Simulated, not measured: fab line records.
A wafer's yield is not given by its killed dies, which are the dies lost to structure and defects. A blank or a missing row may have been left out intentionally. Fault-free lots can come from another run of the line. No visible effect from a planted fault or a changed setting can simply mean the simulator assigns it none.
fab line records | flow sfqLine
record lots=5 | wafers=15 | lastDay=80
route steps=325 shown JJ@192 M5@198
lots with no fault: from the same line, run without faults
startH: start of the lot's first displayed wafer, in hours after the record's first day | waitH: time in hours since the lot's previous step | " same as the row above | L1.1+2: one row covering several wafers at once | - value missing, or start not given | * or withheld: withheld | < > ~ a bound
route shown NAME@n: a module of which the file shows steps, and the number in the route of the first | usual: mean and standard deviation over wafers with no fault | same: alike in all rows | chamber/n: place in a boat | sites: per-site readings | _std_site: the values' standard deviation | _edge_site: outer sites' mean less inner sites' | radiusMm: for every site, how far away it sits from the centre of the wafer | mask NAME#n: copy n | behind: the most recent tool/chamber to have shaped the wafer | hold: the reason the lot was held/the length of the hold in hours/how it ended | device: whichever transistor did not switch (one of n, p or np) | end of line: at the end of the route, the tests of the same wafers | a step given without rows: its recipe and nothing more | killed: at the first sort, the dies lost to defects and structure; wafer yield is something else | map: dies across one wafer; x = killed, . = not, _ = none there
set.NAME: the run value of the setting; set.NAME@STEP: its run value at that earlier step | model.NAME: the simulator's own value behind a step, which no gauge read
a table for each step, a row for each wafer; lots at some steps of the route
services: when a tool's chamber went out of use (startH, in hours from the record's first day, below 0 if earlier), for how many hours, and the reason
## steps
# step SFQ_TRILAYER_JJ_CE_METRO_MEASURE_117
# usual cdNm=700.3/1.4
lot.wafer | tool     | chamber | startH  | waitH | cdNm
L076.1    | cdSem-02 | -       | 986.43  | 0.0   | 700.3
L076.5    | "        | -       | "       | "     | 697.4
L076.6    | "        | -       | "       | "     | 699.3
L080.3    | cdSem-01 | -       | 1146.96 | 0.4   | 701.2
L080.5    | "        | -       | "       | "     | 701.8
L080.6    | "        | -       | "       | "     | 702.0
L082.1    | cdSem-01 | -       | 1163.36 | 0.0   | 700.8
L082.2    | "        | -       | "       | "     | 701.4
L082.6    | "        | -       | "       | "     | 701.1
L088.2    | cdSem-01 | -       | 1220.82 | 0.2   | 699.6
L088.4    | "        | -       | "       | "     | 699.7
L088.5    | "        | -       | "       | "     | 698.8
L094.1    | cdSem-01 | -       | 1305.12 | 0.0   | 700.5
L094.3    | "        | -       | "       | "     | 700.9
L094.6    | "        | -       | "       | "     | 700.7
# step SFQ_TRILAYER_JJ_CE_BARC_OPEN_RIE_150
# recipe maskMaterial=PR | chemistry=O2 | targetDepthNm=240 | target=BARC | icpW=600 | biasW=80 | pressureMtorr=10 | timeS=80
# usual drypumpMotorCurrentA=5.12/0.16 | heBacksideLeakSccm=3.47/0.24 | oesProductAu=0.539/0.0045
lot.wafer | tool        | chamber | startH  | waitH | drypumpMotorCurrentA | heBacksideLeakSccm | oesProductAu | rfHoursCounterH
L076.1    | rieMetal-01 | 0       | 987.63  | 1.0   | 5.06                 | 3.07               | 0.546        | 147
L076.5    | "           | 0       | "       | "     | 5.07                 | 3.10               | 0.537        | -
L076.6    | "           | 1       | "       | "     | 5.15                 | 3.77               | 0.542        | -
L080.3    | rieMetal-03 | 1       | 1147.79 | 0.6   | 5.39                 | 3.50               | 0.537        | -
L080.5    | "           | 1       | "       | "     | 5.41                 | 3.49               | 0.538        | -
L080.6    | "           | 0       | "       | "     | 5.30                 | 3.26               | 0.543        | -
L082.1    | rieMetal-03 | 1       | 1164.56 | 1.0   | 5.43                 | 3.36               | 0.539        | 97
L082.2    | "           | 0       | "       | "     | 5.30                 | 3.82               | 0.531        | 108
L082.6    | "           | 0       | "       | "     | 5.32                 | 3.92               | 0.531        | -
L088.2    | rieMetal-04 | 1       | 1221.82 | 0.8   | 4.85                 | 3.53               | 0.529        | 158
L088.4    | "           | 0       | "       | "     | 5.06                 | 3.21               | 0.540        | -
L088.5    | "           | 0       | "       | "     | 5.06                 | 3.43               | 0.531        | -
L094.1    | rieMetal-04 | 0       | 1306.32 | 1.0   | 5.05                 | 3.04               | 0.543        | 144
L094.3    | "           | 0       | "       | "     | 5.07                 | 3.06               | 0.541        | -
L094.6    | "           | 0       | "       | "     | 5.06                 | 3.27               | 0.534        | -
# step SFQ_TRILAYER_JJ_CE_ETCH_RIE_118
# recipe target=Nb | stopOn=Al2O3 | maskMaterial=PR | taperDeg=13.257 | overEtchFrac=0.15 | timeS=97.7 | chemistry=SF6 | targetDepthNm=170 | icpW=600 | biasW=80 | pressureMtorr=10
# usual drypumpMotorCurrentA=5.12/0.16 | heBacksideLeakSccm=3.46/0.29 | oesProductAu=0.992/0.0079
lot.wafer | tool        | chamber | startH  | waitH | drypumpMotorCurrentA | heBacksideLeakSccm | oesProductAu | rfHoursCounterH
L076.1    | rieMetal-01 | 0       | 987.75  | 0.1   | 5.08                 | 3.59               | 0.984        | 147
L076.5    | "           | 0       | "       | "     | 5.05                 | 3.49               | 0.993        | -
L076.6    | "           | 1       | "       | "     | 5.17                 | 3.83               | 0.990        | -
L080.3    | rieMetal-03 | 1       | 1147.88 | 0.1   | 5.40                 | 3.48               | 0.991        | -
L080.5    | "           | 1       | "       | "     | 5.41                 | 3.48               | 0.991        | -
L080.6    | "           | 0       | "       | "     | 5.30                 | 3.65               | 0.985        | -
L082.1    | rieMetal-03 | 1       | 1164.65 | 0.1   | 5.42                 | 3.53               | 0.984        | 97
L082.2    | "           | 0       | "       | "     | 5.31                 | 3.66               | 0.992        | 108
L082.6    | "           | 0       | "       | "     | 5.31                 | 3.54               | 0.990        | -
L088.2    | rieMetal-04 | 1       | 1221.91 | 0.1   | 4.90                 | 3.68               | 0.998        | 158
L088.4    | "           | 0       | "       | "     | 5.06                 | 3.38               | 1.000        | -
L088.5    | "           | 0       | "       | "     | 5.06                 | 3.28               | 1.002        | -
L094.1    | rieMetal-04 | 0       | 1306.41 | 0.1   | 5.06                 | 3.22               | 0.986        | 144
L094.3    | "           | 0       | "       | "     | 5.07                 | 3.39               | 0.994        | -
L094.6    | "           | 0       | "       | "     | 5.07                 | 3.39               | 0.989        | -
# step SFQ_TRILAYER_JJ_ANODIZE_ANODIZE_119
# recipe currentDensityMaCm2=withheld | endCurrentDensityMaCm2=withheld | bathTempC=withheld
lot.wafer  | tool        | chamber | startH  | waitH
L076.1+5+6 | wetBench-05 | 7,4,3   | 987.89  | 0.1
L080.3+5+6 | wetBench-05 | 7,3,6   | 1147.96 | 0.0
L082.1+2+6 | wetBench-05 | 7,0,3   | 1164.76 | 0.1
L088.2+4+5 | wetBench-05 | 2,0,7   | 1222.02 | 0.1
L094.1+3+6 | wetBench-05 | 7,4,0   | 1306.52 | 0.1
# step SFQ_TRILAYER_JJ_CE_STRIP_STRIP_120
# recipe gas=O2 | powerW=200 | platenTempC=40 | overashFraction=0.65 | chemistry=O2 | pressureMtorr=50
# usual drypumpMotorCurrentA=5.09/0.18 | heBacksideLeakSccm=3.49/0.21 | oesProductAu=1.009/0.011
lot.wafer | tool        | chamber | startH  | waitH | drypumpMotorCurrentA | heBacksideLeakSccm | oesProductAu | rfHoursCounterH
L076.1    | rieMetal-01 | 0       | 988.39  | 0.0   | 5.04                 | 3.60               | 1.003        | 147
L076.5    | "           | 0       | "       | "     | 5.06                 | 3.15               | 1.006        | -
L076.6    | "           | 1       | "       | "     | 5.16                 | 3.66               | 1.017        | -
L080.3    | rieMetal-04 | 1       | 1148.66 | 0.2   | 4.89                 | 3.70               | 1.008        | -
L080.5    | "           | 0       | "       | "     | 5.05                 | 3.25               | 1.007        | -
L080.6    | "           | 1       | "       | "     | 4.89                 | 3.52               | 0.998        | -
L082.1    | rieMetal-04 | 0       | 1165.26 | 0.0   | 5.07                 | 3.29               | 1.004        | 127
L082.2    | "           | 1       | "       | "     | 4.82                 | 3.68               | 1.001        | 152
L082.6    | "           | 0       | "       | "     | 5.08                 | 3.35               | 0.992        | -
L088.2    | rieMetal-01 | 0       | 1222.52 | 0.0   | 5.07                 | 3.23               | 1.005        | 14
L088.4    | "           | 1       | "       | "     | 5.16                 | 3.56               | 1.043        | -
L088.5    | "           | 1       | "       | "     | 5.15                 | 3.96               | 1.034        | -
L094.1    | rieMetal-03 | 1       | 1307.02 | 0.0   | 5.41                 | 3.68               | 1.012        | 113
L094.3    | "           | 1       | "       | "     | 5.43                 | 3.63               | 1.013        | -
L094.6    | "           | 1       | "       | "     | 5.42                 | 3.55               | 1.012        | -
# step SFQ_TRILAYER_JJ_CE_STRIP_SOLV_CLEAN_121
# recipe chemistry=NMP | tempC=70 | timeS=600
lot.wafer  | tool        | chamber | startH  | waitH
L076.1+5+6 | wetBench-02 | 1,2,3   | 989.19  | 0.5
L080.3+5+6 | wetBench-03 | 2,4,3   | 1149.06 | 0.2
L082.1+2+6 | wetBench-03 | 0,7,4   | 1165.86 | 0.4
L088.2+4+5 | wetBench-02 | 3,5,0   | 1223.12 | 0.4
L094.1+3+6 | wetBench-03 | 4,3,1   | 1307.62 | 0.4
# step SFQ_TRILAYER_M5_LITHO_COAT_128
# recipe resist=BARC | spinRpm=3000 | resistThkNm=62
lot.wafer  | tool          | chamber | startH  | waitH
L076.1+5+6 | lithoTrack-04 | 0       | 989.37  | 0.0
L080.3+5+6 | lithoTrack-04 | 0       | 1149.33 | 0.1
L082.1+2+6 | lithoTrack-04 | 0       | 1166.03 | 0.0
L088.2+4+5 | lithoTrack-04 | 0       | 1223.35 | 0.1
L094.1+3+6 | lithoTrack-01 | 0       | 1307.80 | 0.0
# step SFQ_TRILAYER_M5_LITHO_COAT_123
# recipe resist=KrF | spinRpm=3000 | resistThkNm=600
lot.wafer  | tool          | chamber | startH  | waitH
L076.1+5+6 | lithoTrack-04 | 0       | 989.67  | 0.2
L080.3+5+6 | lithoTrack-04 | 0       | 1149.63 | 0.2
L082.1+2+6 | lithoTrack-04 | 0       | 1166.33 | 0.2
L088.2+4+5 | lithoTrack-04 | 0       | 1223.65 | 0.2
L094.1+3+6 | lithoTrack-01 | 0       | 1308.10 | 0.2
# step SFQ_TRILAYER_M5_LITHO_SOFTBAKE_127
# recipe tempC=withheld | timeS=withheld | resist=KrF
lot.wafer  | tool          | chamber | startH  | waitH
L076.1+5+6 | lithoTrack-04 | 0       | 989.97  | 0.2
L080.3+5+6 | lithoTrack-04 | 0       | 1149.88 | 0.2
L082.1+2+6 | lithoTrack-04 | 0       | 1166.63 | 0.2
L088.2+4+5 | lithoTrack-04 | 0       | 1223.92 | 0.2
L094.1+3+6 | lithoTrack-01 | 0       | 1308.40 | 0.2
# step SFQ_TRILAYER_M5_LITHO_EXPOSE_124
# recipe maskId=M5 | na=0.6 | sourceShape=conventional | sigmaOuter=0.65 | targetCdNm=700 | doseMj=14.4
# same sigmaOuter=0.65
lot.wafer  | tool          | chamber | startH  | waitH | mask
L076.1+5+6 | krfScanner-02 | 0       | 1083.16 | -     | M5#0
L080.3+5+6 | krfScanner-02 | 0       | 1150.38 | -     | M5#0
L082.1+2+6 | krfScanner-02 | 0       | 1166.78 | -     | M5#0
L088.2+4+5 | krfScanner-02 | 0       | 1367.39 | -     | M5#0
L094.1+3+6 | krfScanner-01 | 0       | 1441.86 | -     | M5#0
# step SFQ_TRILAYER_M5_LITHO_PEB_126
# recipe pebTempC=115 | pebTimeS=60 | resist=KrF
lot.wafer  | tool          | chamber | startH  | waitH
L076.1+5+6 | lithoTrack-04 | 0       | 1084.36 | 1.0
L080.3+5+6 | lithoTrack-04 | 0       | 1151.23 | 0.7
L082.1+2+6 | lithoTrack-04 | 0       | 1167.98 | 1.0
L088.2+4+5 | lithoTrack-04 | 0       | 1368.41 | 0.8
L094.1+3+6 | lithoTrack-02 | 0       | 1443.06 | 1.0
# step SFQ_TRILAYER_M5_LITHO_DEVELOP_125
# recipe timeS=60 | resist=KrF
lot.wafer  | tool          | chamber | startH  | waitH
L076.1+5+6 | lithoTrack-04 | 0       | 1084.51 | 0.1
L080.3+5+6 | lithoTrack-04 | 0       | 1151.38 | 0.1
L082.1+2+6 | lithoTrack-04 | 0       | 1168.13 | 0.1
L088.2+4+5 | lithoTrack-04 | 0       | 1368.56 | 0.1
L094.1+3+6 | lithoTrack-02 | 0       | 1443.21 | 0.1
# step SFQ_M5_OVL_MEAS_932
# usual M5_OVL=1/5.1
lot.wafer | tool       | chamber | startH  | waitH | M5_OVL[nm]
L076.1    | overlay-01 | -       | 1084.66 | 0.1   | 5
L076.5    | "          | -       | "       | "     | -1
L076.6    | "          | -       | "       | "     | -1
L080.3    | overlay-01 | -       | 1151.49 | 0.1   | 10
L080.5    | "          | -       | "       | "     | 6
L080.6    | "          | -       | "       | "     | 7
L082.1    | overlay-01 | -       | 1168.28 | 0.1   | -1
L082.2    | "          | -       | "       | "     | -4
L082.6    | "          | -       | "       | "     | 1
L088.2    | overlay-01 | -       | 1368.69 | 0.1   | 7
L088.4    | "          | -       | "       | "     | 0
L088.5    | "          | -       | "       | "     | 0
L094.1    | overlay-01 | -       | 1443.36 | 0.1   | -11
L094.3    | "          | -       | "       | "     | -3
L094.6    | "          | -       | "       | "     | -7
## services
tool          | chamber | startH  | hours | kind
rieMetal-03   | -       | 962.67  | 28.1  | pm
krfScanner-02 | -       | 986.48  | 3.6   | pm
krfScanner-02 | -       | 992.04  | 2.5   | repair
krfScanner-02 | -       | 994.51  | 1.2   | repair
krfScanner-02 | -       | 995.11  | 0.5   | repair
krfScanner-02 | -       | 996.02  | 0.9   | repair
rieMetal-01   | -       | 1025.45 | 1.4   | pm
rieMetal-04   | -       | 1043.53 | 6.1   | repair
cdSem-01      | -       | 1049.42 | 0.5   | pm
rieMetal-04   | 0       | 1055.49 | 16.3  | repair
rieMetal-01   | 0       | 1056.92 | 15.5  | repair
rieMetal-03   | 1       | 1079.16 | 8.3   | repair
krfScanner-02 | -       | 1087.96 | 1.0   | pm
cdSem-01      | -       | 1093.91 | 3.4   | pm
krfScanner-02 | -       | 1105.74 | 4.0   | pm
krfScanner-02 | -       | 1117.05 | 1.3   | pm
rieMetal-03   | -       | 1134.19 | 2.8   | pm
rieMetal-03   | -       | 1197.77 | 1.3   | repair
wetBench-05   | -       | 1224.20 | 4.8   | repair
wetBench-05   | -       | 1277.95 | 1.9   | pm
rieMetal-04   | 1       | 1284.01 | 6.5   | repair
rieMetal-03   | -       | 1357.59 | 0.9   | repair
rieMetal-03   | -       | 1391.84 | 1.2   | repair
rieMetal-03   | 0       | 1400.56 | 18.8  | repair
## key
fault none
